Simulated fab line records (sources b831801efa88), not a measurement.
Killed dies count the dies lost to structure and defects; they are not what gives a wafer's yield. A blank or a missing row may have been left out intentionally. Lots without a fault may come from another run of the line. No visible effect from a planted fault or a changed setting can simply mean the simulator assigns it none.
Lot-split experiment :: flow sfq line :: 23 wafers read from 5 lots, route of 325 steps

== THE SPLIT ==
At SFQ_TRILAYER_M5_ETCH_METAL_ETCH_126 (etches Nb in Cl2/BCl3, stops on SiO2, time 203.2 s, target depth 265 nm), the setting time s was moved away from the recipe's 203.2 s on 9 of the 23 wafers read, by -5.3% to +14.3%. For the rest of the wafers, this setting stayed at what the recipe calls for.

The reading is taken at the split's own step.

== THE READING ==
KrF_of_TRILAYER_M5_LITHO_COAT_123.thk nm (the simulator's own value, which no gauge read), in nm, at SFQ_TRILAYER_M5_ETCH_METAL_ETCH_126 (etches Nb in Cl2/BCl3, stops on SiO2, time 203.2 s, target depth 265 nm). The file gives no usual value for it. Here, 14 wafers ran the recipe; their average is 374.4 nm with a standard deviation of 1.4 nm.

wafer: L079.2
tool, chamber at the split: rie metal-02, 1
time s as run, s: 203.2
against the recipe: recipe
KrF_of_TRILAYER_M5_LITHO_COAT_123.thk nm, nm: 373.9
against lot-mates on the recipe: -

wafer: L079.3
tool, chamber at the split: rie metal-02, 0
time s as run, s: 232.3
against the recipe: +14.3%
KrF_of_TRILAYER_M5_LITHO_COAT_123.thk nm, nm: 349.9
against lot-mates on the recipe: -23.5

wafer: L079.4
tool, chamber at the split: rie metal-02, 1
time s as run, s: 203.2
against the recipe: recipe
KrF_of_TRILAYER_M5_LITHO_COAT_123.thk nm, nm: 374.9
against lot-mates on the recipe: -

wafer: L079.5
tool, chamber at the split: rie metal-02, 1
time s as run, s: 232.3
against the recipe: +14.3%
KrF_of_TRILAYER_M5_LITHO_COAT_123.thk nm, nm: 352.3
against lot-mates on the recipe: -21.1

wafer: L079.6
tool, chamber at the split: rie metal-02, 0
time s as run, s: 203.2
against the recipe: recipe
KrF_of_TRILAYER_M5_LITHO_COAT_123.thk nm, nm: 371.3
against lot-mates on the recipe: -

wafer: L081.3
tool, chamber at the split: rie metal-04, 0
time s as run, s: 203.2
against the recipe: recipe
KrF_of_TRILAYER_M5_LITHO_COAT_123.thk nm, nm: 373.3
against lot-mates on the recipe: -

wafer: L081.6
tool, chamber at the split: rie metal-04, 0
time s as run, s: 203.2
against the recipe: recipe
KrF_of_TRILAYER_M5_LITHO_COAT_123.thk nm, nm: 373.3
against lot-mates on the recipe: -

wafer: L081.5
tool, chamber at the split: rie metal-04, 1
time s as run, s: 203.2
against the recipe: recipe
KrF_of_TRILAYER_M5_LITHO_COAT_123.thk nm, nm: 375
against lot-mates on the recipe: -

wafer: L083.1
tool, chamber at the split: rie metal-02, 1
time s as run, s: 203.2
against the recipe: recipe
KrF_of_TRILAYER_M5_LITHO_COAT_123.thk nm, nm: 376.4
against lot-mates on the recipe: -

wafer: L083.2
tool, chamber at the split: rie metal-02, 0
time s as run, s: 195.5
against the recipe: -3.8%
KrF_of_TRILAYER_M5_LITHO_COAT_123.thk nm, nm: 377.2
against lot-mates on the recipe: +2.1

wafer: L083.4
tool, chamber at the split: rie metal-02, 1
time s as run, s: 203.2
against the recipe: recipe
KrF_of_TRILAYER_M5_LITHO_COAT_123.thk nm, nm: 374.7
against lot-mates on the recipe: -

wafer: L083.5
tool, chamber at the split: rie metal-02, 0
time s as run, s: 195.5
against the recipe: -3.8%
KrF_of_TRILAYER_M5_LITHO_COAT_123.thk nm, nm: 377.6
against lot-mates on the recipe: +2.5

wafer: L083.6
tool, chamber at the split: rie metal-02, 1
time s as run, s: 203.2
against the recipe: recipe
KrF_of_TRILAYER_M5_LITHO_COAT_123.thk nm, nm: 374.3
against lot-mates on the recipe: -

wafer: L084.1
tool, chamber at the split: rie metal-04, 0
time s as run, s: 203.2
against the recipe: recipe
KrF_of_TRILAYER_M5_LITHO_COAT_123.thk nm, nm: 373
against lot-mates on the recipe: -

wafer: L084.2
tool, chamber at the split: rie metal-04, 1
time s as run, s: 223.1
against the recipe: +9.8%
KrF_of_TRILAYER_M5_LITHO_COAT_123.thk nm, nm: 359.3
against lot-mates on the recipe: -15.8

wafer: L084.3
tool, chamber at the split: rie metal-04, 0
time s as run, s: 223.1
against the recipe: +9.8%
KrF_of_TRILAYER_M5_LITHO_COAT_123.thk nm, nm: 360.7
against lot-mates on the recipe: -14.4

wafer: L084.4
tool, chamber at the split: rie metal-04, 1
time s as run, s: 223.1
against the recipe: +9.8%
KrF_of_TRILAYER_M5_LITHO_COAT_123.thk nm, nm: 362.2
against lot-mates on the recipe: -12.9

wafer: L084.6
tool, chamber at the split: rie metal-04, 1
time s as run, s: 203.2
against the recipe: recipe
KrF_of_TRILAYER_M5_LITHO_COAT_123.thk nm, nm: 377.1
against lot-mates on the recipe: -

wafer: L085.1
tool, chamber at the split: rie metal-04, 1
time s as run, s: 203.2
against the recipe: recipe
KrF_of_TRILAYER_M5_LITHO_COAT_123.thk nm, nm: 375.1
against lot-mates on the recipe: -

wafer: L085.2
tool, chamber at the split: rie metal-04, 0
time s as run, s: 203.2
against the recipe: recipe
KrF_of_TRILAYER_M5_LITHO_COAT_123.thk nm, nm: 373.6
against lot-mates on the recipe: -

wafer: L085.3
tool, chamber at the split: rie metal-04, 1
time s as run, s: 192.4
against the recipe: -5.3%
KrF_of_TRILAYER_M5_LITHO_COAT_123.thk nm, nm: 384.3
against lot-mates on the recipe: +9.6

wafer: L085.4
tool, chamber at the split: rie metal-04, 0
time s as run, s: 203.2
against the recipe: recipe
KrF_of_TRILAYER_M5_LITHO_COAT_123.thk nm, nm: 375.4
against lot-mates on the recipe: -

wafer: L085.5
tool, chamber at the split: rie metal-04, 1
time s as run, s: 192.4
against the recipe: -5.3%
KrF_of_TRILAYER_M5_LITHO_COAT_123.thk nm, nm: 383
against lot-mates on the recipe: +8.3

FIT RESULTS
A straight line over all 23 wafers: KrF_of_TRILAYER_M5_LITHO_COAT_123.thk nm changes by -1.51 nm for each +1% of time s; r = -0.98; the points scatter about the line by 1.7 nm.
The same after taking each lot's own level away (the mean of its wafers on the recipe; 23 wafers): -1.48 nm for each +1%; r = -0.98; scatter 1.6 nm.
On that fit, the largest move of time s shifts the reading by 21 nm.
Across the lots, their own levels run from 373.37 to 375.13 nm, a range of 1.2 times the standard deviation given above.
The two slopes are in agreement: the lot-to-lot level therefore moves the slope only a little.
Check: -20.8 nm against its lot-mates is what the line predicts for one of the wafers moved furthest among these (+14.3%) when that wafer is left out of the fit. It came out at -23.5 nm against them.

== THESE WAFERS: OTHER SPLITS ==
These wafers also went through other splits before the reading. Each is held against what the fit with the lots' levels taken away leaves over:
other split on the same wafers: SFQ_TRILAYER_JJ_CE_BARC_OPEN_RIE_150 pressure mtorr
wafers away from the commonest value: 10
r with KrF_of_TRILAYER_M5_LITHO_COAT_123.thk nm (lot level and that fit taken away): -0.27

== FILE'S OWN FIT ==
KrF_of_TRILAYER_M5_LITHO_COAT_123.thk nm changes by -1.5 nm for each +1% of time s, r = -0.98.
